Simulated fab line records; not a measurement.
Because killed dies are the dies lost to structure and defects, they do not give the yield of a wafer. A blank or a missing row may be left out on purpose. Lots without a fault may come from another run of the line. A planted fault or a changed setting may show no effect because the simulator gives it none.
The tool behind it: which one? -- flow sky130 -- 14 lots, 42 wafers sampled, at 4 steps of a route of 708

== WHAT EACH GAUGE READ, for each wafer ==
Not one reading of a measure or inspect step in the record can be checked against a usual standard deviation.

== TOOL THAT RAN EACH LOT (tool first, then ch and the chambers of the sampled wafers, then the start) ==
lot,SKY_METAL1_DESCUM_17,SKY_METAL1_ETCH_18,SKY_METAL1_METAL_ETCH_19,SKY_VIA1_CMP_24
L986,"rie-metal-02 ch 0,1, day 32 13:55","rie-metal-02 ch 0,1, day 32 13:56","rie-metal-02 ch 0,1, day 32 14:01","cmp-01 ch 1,2, day 33 19:20"
L987,"rie-metal-04 ch 0,1, day 32 18:14","rie-metal-04 ch 0,1, day 32 18:17","rie-metal-04 ch 0,1, day 32 18:21","cmp-01 ch 0,3, day 33 23:19"
L988,"rie-metal-02 ch 0,1, day 33 07:58","rie-metal-02 ch 0,1, day 33 07:59","rie-metal-02 ch 0,1, day 33 08:04","cmp-02 ch 0,1,3, day 34 12:24"
L989,"rie-metal-04 ch 0,1, day 33 15:05","rie-metal-04 ch 0,1, day 33 15:07","rie-metal-04 ch 0,1, day 33 15:10","cmp-01 ch 0,1,2, day 34 20:14"
L991,"rie-metal-02 ch 0,1, day 34 21:55","rie-metal-02 ch 0,1, day 34 21:56","rie-metal-02 ch 0,1, day 34 22:01","cmp-01 ch 0,1,3, day 36 03:26"
L992,"rie-metal-01 ch 0, day 35 00:53","rie-metal-01 ch 0, day 35 00:55","rie-metal-01 ch 0, day 35 00:58","cmp-01 ch 0,1,2, day 36 05:20"
L994,"rie-metal-02 ch 0,1, day 35 09:52","rie-metal-02 ch 0,1, day 35 09:55","rie-metal-02 ch 0,1, day 35 09:59","cmp-02 ch 0,2, day 36 14:47"
L996,"rie-metal-01 ch 0,1, day 35 20:23","rie-metal-01 ch 0,1, day 35 20:25","rie-metal-01 ch 0,1, day 35 20:28","cmp-01 ch 0,3, day 37 00:50"
L995,"rie-metal-04 ch 0,1, day 35 22:01","rie-metal-04 ch 0,1, day 35 22:03","rie-metal-04 ch 0,1, day 35 22:07","cmp-01 ch 1,2,3, day 37 02:13"
L101,"rie-metal-04 ch 0,1, day 37 23:44","rie-metal-04 ch 0,1, day 37 23:46","rie-metal-04 ch 0,1, day 37 23:50","cmp-01 ch 0,2,3, day 39 03:13"
L105,"rie-metal-01 ch 0,1, day 38 14:47","rie-metal-01 ch 0,1, day 38 14:49","rie-metal-01 ch 0,1, day 38 14:52","cmp-02 ch 1,2,3, day 39 19:00"
L106,"rie-metal-04 ch 0,1, day 39 00:17","rie-metal-04 ch 0,1, day 39 00:20","rie-metal-04 ch 0,1, day 39 00:24","cmp-01 ch 0,3, day 40 04:17"
L108,"rie-metal-01 ch 1, day 39 23:43","rie-metal-01 ch 1, day 39 23:45","rie-metal-01 ch 1, day 39 23:49","cmp-01 ch 0,1,3, day 41 03:07"
L109,"rie-metal-02 ch 0,1, day 40 02:07","rie-metal-02 ch 0,1, day 40 02:08","rie-metal-02 ch 0,1, day 40 02:13","cmp-01 ch 0,2,3, day 41 06:29"
- SKY_METAL1_DESCUM_17: chemistry O2, time 8 s.
- SKY_METAL1_ETCH_18: etches BARC in N2/H2, stops on SiO2, time 45.9 s, target depth 60 nm.
- SKY_METAL1_METAL_ETCH_19: etches the open film in Cl2/BCl3, stops on SiO2, target depth 360 nm, time 78 s.
- SKY_VIA1_CMP_24: polishes, stops on SiO2, t overpolish 15 s, target thk 0 nm.

== AS READ BY THE TOOLS THEMSELVES (means over the sampled wafers that have a number; for cases with no such wafer, the mark the record gives instead) ==
SKY_METAL1_DESCUM_17. Usual: drypump-motor-current-A 5.9 A, standard deviation 0.48; oes-product-au 0.993 a.u., standard deviation 0.011.
lot,tool,drypump-motor-current-A (A),oes-product-au (a.u.),flag
L986,rie-metal-02,6.2,1.000,
L987,rie-metal-04,5.4,0.983,
L988,rie-metal-02,6.3,1.002,
L989,rie-metal-04,5.5,0.981,
L991,rie-metal-02,6.2,1.009,
L992,rie-metal-01,5.7,1.002,
L994,rie-metal-02,6.0,0.993,
L996,rie-metal-01,5.9,0.996,
L995,rie-metal-04,5.4,1.002,
L101,rie-metal-04,5.8,0.992,
L105,rie-metal-01,5.9,0.988,
L106,rie-metal-04,5.8,0.979,
L108,rie-metal-01,6.4,0.979,
L109,rie-metal-02,6.0,0.993,

SKY_METAL1_ETCH_18. Usual: drypump-motor-current-A 5.9 A, standard deviation 0.49; oes-product-au 0.855 a.u., standard deviation 0.0048; throttle-valve-pct 13.225 %, standard deviation 0.0084.
lot,tool,drypump-motor-current-A (A),oes-product-au (a.u.),throttle-valve-pct (%),flag
L986,rie-metal-02,6.2,0.854,13.221,
L987,rie-metal-04,5.4,0.852,13.224,
L988,rie-metal-02,6.3,0.853,13.227,
L989,rie-metal-04,5.5,0.855,13.220,
L991,rie-metal-02,6.2,0.854,13.224,
L992,rie-metal-01,5.7,0.853,13.226,
L994,rie-metal-02,6.0,0.852,13.222,
L996,rie-metal-01,5.9,0.862,13.227,
L995,rie-metal-04,5.4,0.857,13.224,
L101,rie-metal-04,5.8,0.855,13.216,
L105,rie-metal-01,5.9,0.859,13.225,
L106,rie-metal-04,5.8,0.857,13.228,
L108,rie-metal-01,6.4,0.854,13.227,
L109,rie-metal-02,6.0,0.855,13.216,

SKY_METAL1_METAL_ETCH_19. Usual: drypump-motor-current-A 5.9 A, standard deviation 0.48; oes-product-au 0.854 a.u., standard deviation 0.0057; throttle-valve-pct 22.264 %, standard deviation 0.0085.
lot,tool,drypump-motor-current-A (A),oes-product-au (a.u.),throttle-valve-pct (%),flag
L986,rie-metal-02,6.2,0.855,22.265,
L987,rie-metal-04,5.4,0.852,22.261,
L988,rie-metal-02,6.2,0.857,22.265,
L989,rie-metal-04,5.4,0.855,22.264,
L991,rie-metal-02,6.2,0.858,22.269,
L992,rie-metal-01,5.7,0.853,22.270,
L994,rie-metal-02,6.0,0.858,22.266,
L996,rie-metal-01,5.9,0.852,22.269,
L995,rie-metal-04,5.4,0.857,22.274,
L101,rie-metal-04,5.8,0.847,22.264,
L105,rie-metal-01,5.9,0.859,22.265,
L106,rie-metal-04,5.8,0.849,22.265,
L108,rie-metal-01,6.3,0.855,22.265,
L109,rie-metal-02,6.0,0.857,22.273,

SKY_VIA1_CMP_24. Usual: edge-zone-pressure-frac 1.000, standard deviation 0.0048; head-pressure-psi 3.501 psi, standard deviation 0.0076; motor-current-A 11.6 A, standard deviation 1.3; overpolish-run-s 14.998 s, standard deviation 0.0098; time-to-endpoint-s 67.2 s, standard deviation 2.5.
lot,tool,edge-zone-pressure-frac,head-pressure-psi (psi),motor-current-A (A),overpolish-run-s (s),time-to-endpoint-s (s),flag
L986,cmp-01,0.996,3.499,10.8,14.986,67.4,
L987,cmp-01,0.998,3.500,12.8,15.007,65.5,
L988,cmp-02,0.997,3.505,11.9,15.002,64.0,
L989,cmp-01,0.998,3.498,10.8,15.009,67.0,
L991,cmp-01,1.000,3.501,11.8,15.008,66.5,
L992,cmp-01,1.004,3.497,10.8,15.002,69.6,
L994,cmp-02,0.998,3.505,12.3,14.994,67.4,
L996,cmp-01,-,-,-,-,-,OFF
L995,cmp-01,-,-,-,-,-,OFF
L101,cmp-01,1.003,3.507,12.3,14.990,64.7,
L105,cmp-02,1.001,3.497,10.5,14.996,68.3,
L106,cmp-01,0.998,3.507,12.7,14.995,64.7,
L108,cmp-01,1.000,3.496,11.3,15.005,67.6,
L109,cmp-01,1.000,3.498,12.0,14.987,68.1,

== THE ANSWER, worked out from the rows above alone ==
Rule: lot off if the mean of its wafers having a number is beyond 3 standard deviations from the usual mean. Also off: a lot with no number at a reading for which 4 or more lots have one. Any other lot the step has rows for is counted as sound. The gauges are gone through in route order, then the tools' own readings, and for those a lot's mean is taken as printed above. At the first step where some lot is off, the reading lying furthest off is the one used; lots without a number count as furthest.
Off: L996, L995 (SKY_VIA1_CMP_24, edge-zone-pressure-frac). Without a number there: L996, L995.
A tool fits if, at that step or a process step before it, it ran every lot that is off, and no sound lot after the first of them. Of those tried, none fits.

== WHAT WAS PUT IN BY THE SIMULATOR ==
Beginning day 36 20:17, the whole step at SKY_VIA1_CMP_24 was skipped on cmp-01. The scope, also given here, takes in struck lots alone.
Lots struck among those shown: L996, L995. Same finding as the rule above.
